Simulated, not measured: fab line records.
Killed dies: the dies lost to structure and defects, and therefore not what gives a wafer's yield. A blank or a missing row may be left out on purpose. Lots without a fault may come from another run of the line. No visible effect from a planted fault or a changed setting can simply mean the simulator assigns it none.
Matching of chambers || flow sfq_line || rie_diel-01 running SFQ_TRILAYER_I0_VIA_ETCH_VIA_ETCH_034: 4 sister chambers
The step etches SiO2 in CHF3, stops on Nb, target depth 260 nm. 8 wafers are shown with their chamber, then 6 later ones without.

## WAFERS, EACH WITH ITS CHAMBER
{"wafer": "L697.3", "chamber": 0, "drypump_motor_current_A (A)": 5.6, "oes_product_au (a.u.)": 0.858}
{"wafer": "L697.4", "chamber": 3, "drypump_motor_current_A (A)": 5.4, "oes_product_au (a.u.)": 0.852}
{"wafer": "L698.2", "chamber": 2, "drypump_motor_current_A (A)": 6.3, "oes_product_au (a.u.)": 0.862}
{"wafer": "L708.2", "chamber": 1, "drypump_motor_current_A (A)": 5.2, "oes_product_au (a.u.)": 0.861}
{"wafer": "L708.4", "chamber": 3, "drypump_motor_current_A (A)": 5.4, "oes_product_au (a.u.)": 0.854}
{"wafer": "L714.1", "chamber": 1, "drypump_motor_current_A (A)": 5.2, "oes_product_au (a.u.)": 0.861}
{"wafer": "L714.2", "chamber": 2, "drypump_motor_current_A (A)": 6.4, "oes_product_au (a.u.)": 0.856}
{"wafer": "L714.5", "chamber": 0, "drypump_motor_current_A (A)": 5.6, "oes_product_au (a.u.)": 0.859}

## WAFERS WITH NO CHAMBER GIVEN
{"wafer": "L715.1", "drypump_motor_current_A (A)": 5.2, "oes_product_au (a.u.)": 0.857}
{"wafer": "L715.2", "drypump_motor_current_A (A)": 5.6, "oes_product_au (a.u.)": 0.855}
{"wafer": "L715.3", "drypump_motor_current_A (A)": 6.4, "oes_product_au (a.u.)": 0.851}
{"wafer": "L717.1", "drypump_motor_current_A (A)": 6.4, "oes_product_au (a.u.)": 0.849}
{"wafer": "L717.2", "drypump_motor_current_A (A)": 5.4, "oes_product_au (a.u.)": 0.856}
{"wafer": "L717.3", "drypump_motor_current_A (A)": 5.6, "oes_product_au (a.u.)": 0.861}

## CHAMBER TAKEN BY EACH
{"wafer": "L715.1", "from the rows above": 1, "in truth": 1}
{"wafer": "L715.2", "from the rows above": 0, "in truth": 0}
{"wafer": "L715.3", "from the rows above": 2, "in truth": 2}
{"wafer": "L717.1", "from the rows above": 2, "in truth": 2}
{"wafer": "L717.2", "from the rows above": 3, "in truth": 3}
{"wafer": "L717.3", "from the rows above": 0, "in truth": 0}
6 of 6 placed correctly. From these rows, 0 cannot be placed. Placed wrongly: 0.
How it was worked out, from the rows above alone: a wafer's distance from a chamber is the root of the sum, over the readings, of the square of ((its reading less the chamber's mean) divided by the reading's scatter). The wafer belongs to the nearest chamber; if the next one is less than 2 further off, it can't be placed. A chamber's mean is the mean of its shown wafers. How the scatter is found: for the shown wafers, subtract from each reading the mean of its chamber, square and add these, divide the total by (wafers less chambers), then take the root.
